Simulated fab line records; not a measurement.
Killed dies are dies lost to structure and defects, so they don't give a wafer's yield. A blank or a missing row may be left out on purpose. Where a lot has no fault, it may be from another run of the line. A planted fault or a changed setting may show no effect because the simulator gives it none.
fab line records	flow sky130
[record] lots = 5	wafers = 15	last_day = 49
route steps=708 shown METAL1@457 VIA1@458
lots untouched by any fault: they come from a run of this same line in which no faults occurred
start_h: start of the lot's first displayed wafer, in hours after the record's first day	wait_h: how many hours have passed since the lot's step before this one	" the same as in the row above	L1.1+2: a single row standing in for several wafers	- either no value or no given start	* or withheld: withheld	< > ~ a bound
route shown NAME@n: NAME is a module with steps in the file, n the number in the route of the first one	usual: the fault-free wafers' mean and standard deviation	same: alike in all rows	chamber/n: place in a boat	sites: per-site readings	_std_site: how widely they spread, as a standard deviation	_edge_site: mean of outer sites minus mean of inner sites	radius_mm: how far each site lies from the wafer's centre	mask NAME#n: copy n	behind: the last tool/chamber to shape the wafer	hold: reason for holding the lot/hours on hold/outcome of the hold	device: names the non-switching transistor (n, p or np)	end of line: the same wafers' tests at the end of the route	a step given without rows: its recipe and nothing more	killed: at the first sort, the dies lost to defects and structure; wafer yield is something else	map: shows each die of a wafer: x if killed, . if not, _ if none is there
set.NAME: the setting that was run; set.NAME@STEP: the one run at that earlier step	model.NAME: the simulator's own value behind a step, which no gauge read
lots at selected steps of the route; one table per step, one row per wafer
services: a tool's chamber out of use, with start hour (start_h, from the record's first day; less than 0 if before it), hours out, and reason
[[steps]]
[step SKY_METAL1_CLEAN_23]
[recipe] chemistry = O3/DIW	dry = n2_spin
lot.wafer	tool	chamber	start_h	wait_h
L076.1+2+4	wet_bench-04	0	776.94	0.0
L078.2+5+6	wet_bench-02	0	801.67	0.0
L080.1+4+6	wet_bench-04	0	810.02	0.0
L081.1+3+6	wet_bench-02	1	823.76	0.0
L093.3+4+5	wet_bench-02	1	911.59	0.0
[step SKY_VIA1_HDPCVD_00]
[recipe] material = SiO2	target_thk_nm = 1030	sigma_open_frac = 0.3	time_s = 171.7	temp_c = 400	sih4_flow_sccm = 60	pressure_mtorr = 6
lot.wafer	tool	chamber	start_h	wait_h
L076.1+2+4	hdpcvd-01	2,1,1	777.03	0.0
L078.2+5+6	hdpcvd-02	0,1,0	801.77	0.0
L080.1+4+6	hdpcvd-01	2,2,1	810.12	0.0
L081.1+3+6	hdpcvd-01	0,1,1	823.85	0.0
L093.3+4+5	hdpcvd-01	0,2,0	911.68	0.0
[step SKY_VIA1_THK_MEAS_01]
[recipe] reads = SiO2_of_VIA1_HDPCVD_00
[usual] VIA1_HDPCVD_THK = 1031/9.1
lot.wafer	tool	chamber	start_h	wait_h	VIA1_HDPCVD_THK[nm]
L076.1	film_metro-02	-	777.15	0.1	1042
L076.2	"	-	"	"	1031
L076.4	"	-	"	"	1038
L078.2	film_metro-04	-	801.89	0.1	1023
L078.5	"	-	"	"	1043
L078.6	"	-	"	"	1050
L080.1	film_metro-04	-	810.24	0.1	1036
L080.4	"	-	"	"	1037
L080.6	"	-	"	"	1046
L081.1	film_metro-02	-	823.97	0.1	1033
L081.3	"	-	"	"	1038
L081.6	"	-	"	"	1033
L093.3	film_metro-03	-	911.81	0.1	1039
L093.4	"	-	"	"	1038
L093.5	"	-	"	"	1043
[step SKY_VIA1_CMP_02]
[recipe] material = SiO2	down_force_psi = 4	platen_rpm = 60	pad_velocity_m_s = 0.94248
[usual] motor_current_A = 11.5/1.6
lot.wafer	tool	chamber	start_h	wait_h	motor_current_A
L076.4	cmp-02	3	780.47	3.3	10.9
L076.2	"	0	"	"	8.7
L076.1	"	1	"	"	12.1
L078.2	cmp-01	3	802.11	0.2	10.1
L078.5	"	0	"	"	9.4
L078.6	"	1	"	"	12.0
L080.1	cmp-02	2	810.63	0.4	14.0
L080.4	"	3	"	"	11.5
L080.6	"	2	"	"	13.9
L081.1	cmp-01	1	824.03	0.1	11.7
L081.3	"	2	"	"	13.1
L081.6	"	2	"	"	13.1
L093.3	cmp-02	3	912.07	0.3	11.4
L093.4	"	0	"	"	8.8
L093.5	"	3	"	"	11.5
[step SKY_VIA1_BOW_MEAS_03]
[recipe] mode = bow
[usual] VIA1_BOW = 80/6.5
lot.wafer	tool	chamber	start_h	wait_h	VIA1_BOW[um]
L076.1	film_metro-02	-	780.72	0.1	78
L076.2	"	-	"	"	77
L076.4	"	-	"	"	88
L078.2	film_metro-04	-	802.28	0.1	77
L078.5	"	-	"	"	78
L078.6	"	-	"	"	84
L080.1	film_metro-04	-	810.93	0.2	98
L080.4	"	-	"	"	87
L080.6	"	-	"	"	92
L081.1	film_metro-04	-	824.33	0.2	88
L081.3	"	-	"	"	81
L081.6	"	-	"	"	77
L093.3	film_metro-02	-	912.36	0.2	63
L093.4	"	-	"	"	85
L093.5	"	-	"	"	65
[step SKY_VIA1_DEHYDRATE_04]
[recipe] temp_c = 200	time_s = 60
lot.wafer	tool	chamber	start_h	wait_h
L076.1+2+4	litho_track-02	0	791.88	11.1
L078.2+5+6	litho_track-01	0	814.62	12.3
L080.1+4+6	litho_track-01	0	823.70	12.7
L081.1+3+6	litho_track-02	0	836.53	12.2
L093.3+4+5	litho_track-01	0	924.00	11.6
[step SKY_VIA1_HMDS_05]
[recipe] prime_time_s = 60	prime_temp_c = 120
lot.wafer	tool	chamber	start_h	wait_h
L076.1+2+4	litho_track-02	0	792.03	0.1
L078.2+5+6	litho_track-01	0	814.77	0.1
L080.1+4+6	litho_track-01	0	823.85	0.1
L081.1+3+6	litho_track-02	0	836.68	0.1
L093.3+4+5	litho_track-01	0	924.15	0.1
[step SKY_VIA1_COAT_06]
[recipe] resist = BARC	temp_c = withheld	time_s = withheld	spin_rpm = 3000	resist_thk_nm = 60
lot.wafer	tool	chamber	start_h	wait_h
L076.1+2+4	litho_track-02	0	792.18	0.1
L078.2+5+6	litho_track-01	0	814.92	0.1
L080.1+4+6	litho_track-01	0	824.00	0.1
L081.1+3+6	litho_track-02	0	836.83	0.1
L093.3+4+5	litho_track-01	0	924.30	0.1
[step SKY_VIA1_COAT_07]
[recipe] resist = KrF-thick	spin_rpm = 3000	resist_thk_nm = 450
lot.wafer	tool	chamber	start_h	wait_h
L076.1+2+4	litho_track-02	0	-	-
L078.2+5+6	litho_track-01	0	-	-
L080.1+4+6	litho_track-01	0	-	-
L081.1+3+6	litho_track-02	0	-	-
L093.3+4+5	litho_track-01	0	-	-
[step SKY_VIA1_SOFTBAKE_08]
[recipe] temp_c = 100	time_s = 90	resist = KrF-thick
lot.wafer	tool	chamber	start_h	wait_h
L076.1+2+4	litho_track-02	0	-	-
L078.2+5+6	litho_track-01	0	-	-
L080.1+4+6	litho_track-01	0	-	-
L081.1+3+6	litho_track-02	0	-	-
L093.3+4+5	litho_track-01	0	-	-
[step SKY_VIA1_EXPOSE_09]
[recipe] mask_id = VIM	na = 0.8	source_shape = annular	sigma_inner = 0.55	sigma_outer = 0.85	target_cd_nm = 150	dose_mj = 38
[usual] exposure_dose_mJ_cm2 = 37.91/0.04	focus_offset_nm = -0.1/0.53
[same] na = 0.8
lot.wafer	tool	chamber	start_h	wait_h	mask	exposure_dose_mJ_cm2	focus_offset_nm
L076.1	krf_scanner-01	0	-	-	VIM#0	37.95	0.4
L076.2	"	0	"	"	VIM#0	37.90	0.0
L076.4	"	0	"	"	VIM#0	37.94	0.2
L078.2	krf_scanner-02	0	-	-	VIM#0	37.94	0.1
L078.5	"	0	"	"	VIM#0	37.91	-0.9
L078.6	"	0	"	"	VIM#0	37.93	-0.3
L080.1	krf_scanner-02	0	-	-	VIM#0	37.92	0.6
L080.4	"	0	"	"	VIM#0	38.01	0.9
L080.6	"	0	"	"	VIM#0	37.91	1.1
L081.1	krf_scanner-02	0	-	-	VIM#0	37.92	-0.1
L081.3	"	0	"	"	VIM#0	37.94	0.0
L081.6	"	0	"	"	VIM#0	37.89	-0.2
L093.3	krf_scanner-01	0	-	-	VIM#0	37.93	-0.1
L093.4	"	0	"	"	VIM#0	37.97	0.3
L093.5	"	0	"	"	VIM#0	37.84	-0.2
[step SKY_VIA1_PEB_10]
[recipe] peb_temp_c = withheld	peb_time_s = withheld	resist = KrF-thick
lot.wafer	tool	chamber	start_h	wait_h
L076.1+2+4	litho_track-01	0	-	-
L078.2+5+6	litho_track-01	0	-	-
L080.1+4+6	litho_track-03	0	-	-
L081.1+3+6	litho_track-03	0	-	-
L093.3+4+5	litho_track-03	0	-	-
[step SKY_VIA1_DEVELOP_11]
[recipe] develop_time_s = 60	resist = KrF-thick	dev_temp_c = 21
lot.wafer	tool	chamber	start_h	wait_h
L076.1+2+4	litho_track-01	0	-	-
L078.2+5+6	litho_track-01	0	-	-
L080.1+4+6	litho_track-03	0	-	-
L081.1+3+6	litho_track-03	0	-	-
L093.3+4+5	litho_track-03	0	-	-
[step SKY_VIA1_CD_MEAS_12]
[recipe] target_cd_nm = 150
[usual] cd_nm = 149.9/1.5
lot.wafer	tool	chamber	start_h	wait_h	cd_nm
L076.1	cd_sem-02	-	805.90	-	147.8
L076.2	"	-	"	"	147.8
L076.4	"	-	"	"	148.7
L078.2	cd_sem-01	-	829.17	-	150.5
L078.5	"	-	"	"	150.1
L078.6	"	-	"	"	149.9
L080.1	cd_sem-01	-	837.25	-	150.9
L080.4	"	-	"	"	148.3
L080.6	"	-	"	"	150.0
L081.1	cd_sem-02	-	850.35	-	149.2
L081.3	"	-	"	"	147.3
L081.6	"	-	"	"	147.5
L093.3	cd_sem-01	-	937.24	-	148.9
L093.4	"	-	"	"	147.9
L093.5	"	-	"	"	148.9
[step SKY_VIA1_OVL_MEAS_13]
[usual] VIA1_OVL = 0/5
lot.wafer	tool	chamber	start_h	wait_h	VIA1_OVL[nm]
L076.1	overlay-02	-	806.02	0.1	3
L076.2	"	-	"	"	-1
L076.4	"	-	"	"	-3
L078.2	overlay-02	-	829.27	0.1	-2
L078.5	"	-	"	"	11
L078.6	"	-	"	"	-2
L080.1	overlay-02	-	837.37	0.1	3
L080.4	"	-	"	"	3
L080.6	"	-	"	"	1
L081.1	overlay-02	-	850.47	0.1	4
L081.3	"	-	"	"	5
L081.6	"	-	"	"	-2
L093.3	overlay-01	-	937.33	0.1	-10
L093.4	"	-	"	"	-1
L093.5	"	-	"	"	-8
[step SKY_VIA1_ETCH_14]
[recipe] chemistry = N2/H2	target = BARC	ion_energy_ev = 200	source_w = 500	bias_w = 100	pressure_mtorr = 30	n2_flow_sccm = 100	h2_flow_sccm = 200	stop_on = SiO2	time_s = 45.9	target_depth_a = 600
[usual] drypump_motor_current_A = 5.8/0.35	oes_product_au = 0.854/0.0047	throttle_valve_pct = 13.224/0.0094
lot.wafer	tool	chamber	start_h	wait_h	drypump_motor_current_A	oes_product_au	rf_hours_counter_h	throttle_valve_pct
L076.1	rie_diel-01	1	806.05	0.0	6.1	0.855	12	13.231
L076.2	"	3	"	"	5.0	0.858	20	13.230
L076.4	"	2	"	"	5.6	0.852	9	13.237
L078.2	rie_diel-01	1	829.30	0.0	6.1	0.852	13	13.215
L078.5	"	1	"	"	6.0	0.861	-	13.223
L078.6	"	2	"	"	5.6	0.851	-	13.218
L080.1	rie_diel-03	0	837.41	0.0	6.0	0.853	10	13.221
L080.4	"	2	"	"	5.3	0.857	1	13.215
L080.6	"	1	"	"	5.7	0.851	-	13.213
L081.1	rie_diel-01	3	850.51	0.0	5.0	0.851	22	13.235
L081.3	"	2	"	"	5.6	0.860	11	13.238
L081.6	"	0	"	"	6.1	0.855	-	13.220
L093.3	rie_diel-02	3	937.36	0.0	6.0	0.850	25	13.218
L093.4	"	0	"	"	6.1	0.861	10	13.215
L093.5	"	2	"	"	6.1	0.854	-	13.233
[step SKY_VIA1_ETCH_15]
[recipe] target = SiO2	chemistry = C4F8/O2/Ar	target_depth_nm = 351	stop_on = TiN	mask_material = KrF-thick	source_w = 1500	bias_w = 1200	pressure_mtorr = 40	c4f8_flow_sccm = withheld	O2_flow_sccm = 6	Ar_flow_sccm = 300	time_s = 54
[usual] oes_product_au = 0.981/0.0059
lot.wafer	tool	chamber	start_h	wait_h	oes_product_au	rf_hours_counter_h
L076.1	rie_diel-01	1	806.09	0.0	0.976	12
L076.2	"	3	"	"	0.990	20
L076.4	"	2	"	"	0.981	10
L078.2	rie_diel-01	1	829.34	0.0	0.976	13
L078.5	"	1	"	"	0.975	-
L078.6	"	2	"	"	0.993	-
L080.1	rie_diel-03	0	837.45	0.0	0.981	10
L080.4	"	2	"	"	0.982	1
L080.6	"	1	"	"	0.972	-
L081.1	rie_diel-01	3	850.55	0.0	0.983	22
L081.3	"	2	"	"	0.988	11
L081.6	"	0	"	"	0.981	-
L093.3	rie_diel-02	3	937.40	0.0	0.977	25
L093.4	"	0	"	"	0.983	10
L093.5	"	2	"	"	0.989	-
[step SKY_VIA1_STRIP_16]
[recipe] chemistry = O2/N2	power_w = 1400	pressure_mtorr = 1500	platen_temp_c = withheld	o2_flow_sccm = 3000	n2_flow_sccm = 300	overash_fraction = 0.5
[usual] drypump_motor_current_A = 5.9/0.39	oes_product_au = 0.415/0.0043	strip_time_to_endpoint_s = 4.462/0.021
lot.wafer	tool	chamber	start_h	wait_h	drypump_motor_current_A	oes_product_au	rf_hours_counter_h	strip_time_to_endpoint_s
L076.1	plasma_asher-03	1	806.14	0.0	5.5	0.417	71	4.474
L076.2	"	0	"	"	6.2	0.406	71	4.456
L076.4	"	1	"	"	5.5	0.411	-	4.418
L078.2	plasma_asher-02	0	829.39	0.0	5.4	0.414	106	4.468
L078.5	"	1	"	"	6.2	0.415	-	4.498
L078.6	"	0	"	"	5.4	0.421	-	4.465
L080.1	plasma_asher-02	0	837.50	0.0	5.4	0.419	107	4.462
L080.4	"	1	"	"	6.2	0.410	-	4.475
L080.6	"	0	"	"	5.4	0.419	-	4.478
L081.1	plasma_asher-02	1	850.60	0.0	6.2	0.412	109	4.452
L081.3	"	1	"	"	6.3	0.414	-	4.414
L081.6	"	1	"	"	6.3	0.419	-	4.422
L093.3	plasma_asher-03	1	937.48	0.1	5.5	0.416	-	4.460
L093.4	"	0	"	"	6.1	0.411	-	4.461
L093.5	"	0	"	"	6.1	0.416	-	4.468
[step SKY_VIA1_STRIP_17]
[recipe] chemistry = post_etch_residue_remover	time_s = 1200	temp_c = 72.5
[usual] temp_c = 72.54/0.099
lot.wafer	tool	chamber	start_h	wait_h	temp_c
L076.1	wet_bench-03	0	806.24	0.1	72.54
L076.2	"	0	"	"	72.49
L076.4	"	0	"	"	72.46
L078.2	wet_bench-04	1	829.50	0.1	72.58
L078.5	"	1	"	"	72.61
L078.6	"	1	"	"	72.70
L080.1	wet_bench-03	0	837.60	0.1	72.65
L080.4	"	0	"	"	72.68
L080.6	"	0	"	"	72.44
L081.1	wet_bench-04	3	850.70	0.1	72.54
L081.3	"	3	"	"	72.63
L081.6	"	3	"	"	72.57
L093.3	wet_bench-02	3	937.55	0.0	72.69
L093.4	"	3	"	"	72.52
L093.5	"	3	"	"	72.56
[step SKY_VIA1_CLEAN_18]
[recipe] chemistry = IPA	time_s = 180	temp_c = 25
[usual] temp_c = 25.01/0.11
lot.wafer	tool	chamber	start_h	wait_h	temp_c
L076.1	wet_bench-02	2	806.61	0.0	25.09
L076.2	"	2	"	"	24.96
L076.4	"	2	"	"	25.03
L078.2	wet_bench-02	3	829.84	0.0	24.87
L078.5	"	3	"	"	25.01
L078.6	"	3	"	"	24.85
L080.1	wet_bench-02	2	837.97	0.0	24.97
L080.4	"	2	"	"	25.14
L080.6	"	2	"	"	24.91
L081.1	wet_bench-03	3	851.04	0.0	24.95
L081.3	"	3	"	"	24.94
L081.6	"	3	"	"	24.98
L093.3	wet_bench-03	3	937.92	0.0	25.07
L093.4	"	3	"	"	25.07
L093.5	"	3	"	"	25.02
[step SKY_VIA1_CLEAN_19]
[recipe] chemistry = O3/DIW	dry = n2_spin
lot.wafer	tool	chamber	start_h	wait_h
L076.1+2+4	wet_bench-04	2	806.67	0.0
L078.2+5+6	wet_bench-03	1	829.90	0.0
L080.1+4+6	wet_bench-04	2	838.03	0.0
L081.1+3+6	wet_bench-02	3	851.10	0.0
L093.3+4+5	wet_bench-04	0	937.98	0.0
[step SKY_VIA1_SPUTTER_20]
[recipe] material = TiN	target_thk_nm = 20	chamber_pressure_pa = 5	power_w = 4000	time_s = 80
[usual] throttle_valve_pct = 30.2/1.2
lot.wafer	tool	chamber	start_h	wait_h	throttle_valve_pct
L076.1	pvd_sputter-03	-	806.76	0.0	30.2
L076.2	"	-	"	"	28.9
L076.4	"	-	"	"	29.9
L078.2	pvd_sputter-03	-	829.99	0.0	28.9
L078.5	"	-	"	"	30.4
L078.6	"	-	"	"	28.9
L080.1	pvd_sputter-02	-	838.12	0.0	29.6
L080.4	"	-	"	"	30.5
L080.6	"	-	"	"	30.8
L081.1	pvd_sputter-02	-	851.19	0.0	32.6
L081.3	"	-	"	"	30.5
L081.6	"	-	"	"	30.6
L093.3	pvd_sputter-01	-	938.07	0.0	30.6
L093.4	"	-	"	"	29.5
L093.5	"	-	"	"	31.6
[step SKY_VIA1_CVD_21]
[recipe] material = W	target_thk_nm = 270	time_s = 80.902	temp_c = 400	pressure_torr = 40
[usual] heater_power_outer_w = 517/59	heater_power_w = 861/74
lot.wafer	tool	chamber	start_h	wait_h	heater_power_outer_w	heater_power_w
L076.1	cvd_w-01	0	806.82	0.0	452	796
L076.2	"	1	"	"	568	919
L076.4	"	1	"	"	560	954
L078.2	cvd_w-01	1	830.05	0.0	584	954
L078.5	"	0	"	"	454	800
L078.6	"	1	"	"	573	926
L080.1	cvd_w-02	0	838.18	0.0	582	969
L080.4	"	0	"	"	580	937
L080.6	"	0	"	"	578	955
L081.1	cvd_w-02	0	851.25	0.0	574	952
L081.3	"	0	"	"	585	925
L081.6	"	0	"	"	573	936
L093.3	cvd_w-01	0	938.19	0.1	417	754
L093.4	"	0	"	"	417	748
L093.5	"	0	"	"	428	756
[step SKY_VIA1_RS_MEAS_22]
[recipe] thk_meas_gauge = four-point-probe	reads = W_of_VIA1_CVD_21+TiN_of_VIA1_SPUTTER_20
[usual] VIA1_W_RS = 0.426/0.0041
lot.wafer	tool	chamber	start_h	wait_h	VIA1_W_RS[ohm/sq]
L076.1	film_metro-04	-	806.92	0.1	0.426
L076.2	"	-	"	"	0.427
L076.4	"	-	"	"	0.425
L078.2	film_metro-02	-	830.16	0.1	0.432
L078.5	"	-	"	"	0.429
L078.6	"	-	"	"	0.429
L080.1	film_metro-04	-	838.27	0.1	0.423
L080.4	"	-	"	"	0.415
L080.6	"	-	"	"	0.421
L081.1	film_metro-02	-	851.34	0.1	0.423
L081.3	"	-	"	"	0.427
L081.6	"	-	"	"	0.427
L093.3	film_metro-03	-	938.36	0.1	0.429
L093.4	"	-	"	"	0.425
L093.5	"	-	"	"	0.423
[step SKY_VIA1_THK_MEAS_23]
[recipe] thk_meas_gauge = xrf	reads = W_of_VIA1_CVD_21
[usual] VIA1_W_THK = 265/3.2
lot.wafer	tool	chamber	start_h	wait_h	VIA1_W_THK[nm]
L076.1	film_metro-04	-	807.04	0.1	264
L076.2	"	-	"	"	261
L076.4	"	-	"	"	263
L078.2	film_metro-02	-	830.27	0.1	262
L078.5	"	-	"	"	264
L078.6	"	-	"	"	263
L080.1	film_metro-04	-	838.39	0.1	266
L080.4	"	-	"	"	270
L080.6	"	-	"	"	266
L081.1	film_metro-02	-	851.46	0.1	270
L081.3	"	-	"	"	266
L081.6	"	-	"	"	270
L093.3	film_metro-03	-	938.46	0.1	262
L093.4	"	-	"	"	266
L093.5	"	-	"	"	267
[step SKY_VIA1_CMP_24]
[recipe] stop_on = SiO2	t_overpolish_s = 15	down_force_psi = 3.5	platen_rpm = 60	target_thk_nm = 0	pad_velocity_m_s = 0.94248
[usual] motor_current_A = 10.3/1.4	overpolish_run_s = 15.000/0.0084	time_to_endpoint_s = 65.0/2.5
lot.wafer	tool	chamber	start_h	wait_h	motor_current_A	overpolish_run_s	time_to_endpoint_s
L076.1	cmp-02	0	807.15	0.1	8.2	14.986	64.3
L076.4	"	1	"	"	10.9	15.015	65.1
L076.2	"	2	"	"	12.2	15.001	64.5
L078.2	cmp-01	2	830.54	0.3	11.8	14.989	64.3
L078.6	"	1	"	"	10.6	14.994	62.0
L078.5	"	2	"	"	11.2	14.992	68.9
L080.1	cmp-01	1	838.50	0.1	11.1	15.019	67.1
L080.4	"	2	"	"	11.8	15.003	67.1
L080.6	"	1	"	"	11.4	15.008	63.7
L081.1	cmp-01	3	851.52	0.1	9.9	14.998	65.7
L081.3	"	2	"	"	12.1	15.012	65.3
L081.6	"	3	"	"	10.1	14.988	66.7
L093.3	cmp-01	3	938.50	0.0	9.6	15.003	67.5
L093.4	"	0	"	"	8.7	14.999	61.7
L093.5	"	3	"	"	9.7	15.009	67.4
[[services]]
tool	chamber	start_h	hours	kind
plasma_asher-02	-	766.42	12.0	repair
rie_diel-01	3	770.48	11.2	repair
cmp-02	-	776.42	4.0	pm
cvd_w-01	-	778.07	0.5	repair
cmp-02	-	780.72	9.0	pm
cmp-02	-	786.88	0.6	repair
cmp-01	-	789.75	6.3	pm
hdpcvd-01	0	796.68	4.7	repair
cmp-02	-	802.63	0.2	repair
cmp-01	-	804.65	0.5	repair
cmp-01	-	809.70	0.7	repair
cmp-01	-	810.38	6.3	pm
krf_scanner-02	-	818.75	1.4	repair
cmp-02	-	820.30	1.1	repair
cmp-01	-	825.64	0.5	repair
krf_scanner-02	-	827.43	0.8	pm
cmp-02	-	829.77	7.2	repair
cvd_w-01	1	831.93	11.4	repair
cmp-02	-	866.59	2.9	repair
cmp-01	-	895.45	2.0	repair
cmp-01	-	902.48	10.3	repair
cmp-01	-	912.76	4.0	pm
cmp-01	-	916.08	2.1	repair
rie_diel-01	-	923.17	4.3	pm
[[key]]
fault none
